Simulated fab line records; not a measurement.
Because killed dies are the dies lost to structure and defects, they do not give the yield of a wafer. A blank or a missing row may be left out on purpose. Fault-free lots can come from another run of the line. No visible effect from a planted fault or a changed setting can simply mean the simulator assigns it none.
Lot-split experiment ; flow sky130 ; 5 lots, 23 wafers read, on a route of 708 steps

SPLIT DETAILS
At SKY_LDD_HVN_SOFTBAKE_03 (time 60 s), the setting temp c was moved away from the recipe's 90 C on 8 of the 23 wafers read, by -3.0% to +2.9%. This setting was run at the recipe's value on the other wafers.

There is no step in the file separating the split from the reading.

THE READING
NOVOLAK_of_LDD_HVN_COAT_02.thk nm (the simulator's own value, which no gauge read), in nm, at SKY_LDD_HVN_DEVELOP_06 (develop time 60 s). The file does not state a usual value for it. Across the 15 wafers here that went through the recipe, the average is 300.1 nm and the standard deviation 0.62 nm.

wafer;tool, chamber at the split;temp c as run, C;against the recipe;NOVOLAK_of_LDD_HVN_COAT_02.thk nm, nm;against lot-mates on the recipe
L077.1;litho track-04, 0;90;recipe;299.4;-
L077.4;litho track-04, 0;90;recipe;299.9;-
L077.5;litho track-04, 0;90;recipe;299.6;-
L079.1;litho track-01, 0;92.58;+2.9%;298.5;-1.5
L079.2;litho track-01, 0;92.58;+2.9%;298.5;-1.5
L079.4;litho track-01, 0;92.58;+2.9%;298;-2.0
L079.5;litho track-01, 0;90;recipe;299.8;-
L079.6;litho track-01, 0;90;recipe;300.2;-
L082.1;litho track-03, 0;90;recipe;299.9;-
L082.2;litho track-03, 0;90;recipe;301.5;-
L082.4;litho track-03, 0;90;recipe;300.3;-
L082.5;litho track-03, 0;90;recipe;299.7;-
L082.6;litho track-03, 0;90;recipe;299.6;-
L083.1;litho track-03, 0;90;recipe;301.4;-
L083.2;litho track-03, 0;87.57;-2.7%;303.3;+2.7
L083.3;litho track-03, 0;87.57;-2.7%;302;+1.4
L083.4;litho track-03, 0;90;recipe;300.4;-
L083.6;litho track-03, 0;90;recipe;300.1;-
L085.1;litho track-04, 0;87.34;-3.0%;302.2;+2.2
L085.2;litho track-04, 0;90;recipe;299.4;-
L085.4;litho track-04, 0;87.34;-3.0%;303.1;+3.2
L085.5;litho track-04, 0;87.34;-3.0%;302.8;+2.9
L085.6;litho track-04, 0;90;recipe;300.5;-

FIT RESULTS
A straight line over all 23 wafers: NOVOLAK_of_LDD_HVN_COAT_02.thk nm changes by -0.782 nm for each +1% of temp c; r = -0.91; the points scatter about the line by 0.62 nm.
The same after taking each lot's own level away (the mean of its wafers on the recipe; 23 wafers): -0.747 nm for each +1%; r = -0.92; scatter 0.57 nm.
That fit puts the effect of the largest move of temp c on the reading at 2.2 nm.
Measured against the standard deviation above, the lots' own levels, which go from 299.63 to 300.63 nm, span 1.6 times it.
So the lot-to-lot level changes the slope little: the two slopes agree.
Check: with one of the wafers moved furthest among these (-3.0%) left out of the fit, the line predicts +2.36 nm for it against its lot-mates. Against them it came out at +2.25 nm.

THESE WAFERS: OTHER SPLITS
Note: prior to the reading, these wafers also went through further splits. Each is held against what the fit with the lots' levels taken away leaves over:
other split on the same wafers;wafers away from the commonest value;r with NOVOLAK_of_LDD_HVN_COAT_02.thk nm (lot level and that fit taken away)
SKY_SONOS_ONO_OXIDATION_00 ox time s;15;-0.08
SKY_SONOS_ONO_CVD_02 pressure mtorr;15;+0.00
SKY_SONOS_ONO_DEVELOP_12 dev temp c;9;+0.15
SKY_GATE_OXIDE_OXIDATION_01 ox time s;15;-0.08
SKY_GATE_OXIDE_SOFTBAKE_06 temp c;10;-0.04
SKY_POLY_GATE_COAT_07 resist thk nm;5;-0.25
SKY_POLY_GATE_ETCH_15 source w;11;+0.17
SKY_LDD_N_SOFTBAKE_03 temp c;7;-0.04
SKY_LDD_N_IMPLANT_12 energy kev;11;+0.01
SKY_LDD_P_IMPLANT_09 dose cm2;10;+0.10

FILE'S OWN FIT
NOVOLAK_of_LDD_HVN_COAT_02.thk nm changes by -0.758 nm for each +1% of temp c, r = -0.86.
